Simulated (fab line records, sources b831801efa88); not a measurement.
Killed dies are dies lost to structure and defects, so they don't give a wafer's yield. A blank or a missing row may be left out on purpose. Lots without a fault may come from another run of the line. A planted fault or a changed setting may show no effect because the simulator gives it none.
A struck lot beside a sound one | flow sky130 | 19 steps out of a route of 708
Sound: wafers L433.2, L433.3, L433.6. Struck: wafers L441.1, L441.2, L441.5. The cause comes at the end.
At each step with rows: each side's tool, then ch and its chambers, then its first start. Under that, the readings that differ: sound wafers | struck wafers | difference of the means | sigmas: that difference in standard deviations of wafers without a fault.
alike: readings whose means differ by less than 2 such deviations, and words and numbers that are the same on both sides. not compared: withheld readings, readings that some wafer has no value for, bounds like >300 that may hide the same value, and numbers for which the record gives no deviation and whose values overlap.
The two part at a step that has a row with sigmas, a row that says differs or no value, or rows on one side only. Numbers that don't overlap but have no deviation are shown without sigmas and don't part them. A reading that every wafer of one side lacks parts them only if that side has two wafers or more.

SKY_LDD_HVP_OVL_MEAS_07:
  sound on overlay-01, day 23 14:17; struck on overlay-02, day 26 19:38
  alike: LDD_HVP_OVL
then, 1 step without rows for these wafers: SKY_LDD_HVP_IMPLANT_08.
SKY_LDD_HVP_STRIP_09: strips in O2/N2.
  sound on plasma_asher-03 ch 0,1, day 23 14:28; struck on plasma_asher-03 ch 0,1, day 26 19:49
  alike: drypump_motor_current_A, oes_product_au, strip_time_to_endpoint_s
  not compared: rf_hours_counter_h
SKY_LDD_HVP_TW_MEAS_10:
  sound on film_metro-01, day 23 14:35; struck on film_metro-04, day 26 19:55
  alike: LDD_HVP_TW
then, 7 steps without rows for these wafers: SKY_LDD_LDN_DEHYDRATE_00 (time 60 s); SKY_LDD_LDN_HMDS_01 (prime time 60 s); SKY_LDD_LDN_COAT_02 (resist thk 1140 nm); SKY_LDD_LDN_SOFTBAKE_03 (time 60 s); SKY_LDD_LDN_EXPOSE_04 (exposes mask LDNTM, target cd 700 nm); SKY_LDD_LDN_PEB_05; SKY_LDD_LDN_DEVELOP_06 (develop time 60 s).
SKY_LDD_LDN_OVL_MEAS_07:
  sound on overlay-01, day 24 20:28; struck on overlay-01, day 28 00:22
  alike: LDD_LDN_OVL
SKY_LDD_LDN_IMPLANT_08:
  sound on implanter-02 ch 0, day 24 20:32; struck on implanter-02 ch 0, day 28 00:24
  reading            | sound                           | struck                        | difference | sigmas
  dose_ions_cm2      | 1.2497e+13 1.2495e+13 1.249e+13 | 1.254e+12 1.248e+12 1.262e+12 | -1.124e+13 | -99 or more
  faraday_current_uA | 73.9 71.7 69.5                  | 7.0 7.0 7.0                   | -64.7      | -43
  alike: rotation_deg
then, 3 steps without rows for these wafers: SKY_LDD_LDN_IMPLANT_09; SKY_LDD_LDN_IMPLANT_10; SKY_LDD_LDN_IMPLANT_11.
SKY_LDD_LDN_STRIP_12: strips in O2/N2.
  sound on plasma_asher-01 ch 0,1, day 24 21:06; struck on plasma_asher-04 ch 0,1, day 28 01:00
  alike: drypump_motor_current_A, oes_product_au, strip_time_to_endpoint_s
  not compared: rf_hours_counter_h
SKY_LDD_LDN_TW_MEAS_13:
  sound on film_metro-03, day 24 21:13; struck on film_metro-02, day 28 01:20
  reading    | sound          | struck         | difference | sigmas
  LDD_LDN_TW | 1467 1479 1479 | 1356 1354 1350 | -122       | -8
  not compared: hold
-- the record jumps here: 21 days lie between the struck wafers' starts before and after (it left off in module LDD_LDN and takes up again in module PAD_OPEN, whose first step shown is number 708 of the route) --
SKY_PAD_OPEN_PROBE_99:
  sound on prober-02, day 47 06:13; struck on prober-01, day 49 10:31
  reading                         | sound          | struck         | difference | sigmas
  model.etest.tip_sonos.rs_ohm_sq | 2717 2823 2774 | 3052 3025 3139 | +301       |
  alike: killed_at_M0_to_M3, killed_at_M4_up, killed_at_contacts, killed_at_front_end, killed_at_other, killed_dies, killed_open, killed_short

WHERE THEY PART
First at SKY_LDD_LDN_IMPLANT_08; last, within this record, at SKY_LDD_LDN_TW_MEAS_13. Later steps at which nothing parts them and some readings are alike: SKY_PAD_OPEN_PROBE_99.

WHY: what the simulator had put in
Process parameter drift: implanter-02, from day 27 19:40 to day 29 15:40, at SKY_LDD_LDN_IMPLANT_08. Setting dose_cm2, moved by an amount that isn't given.
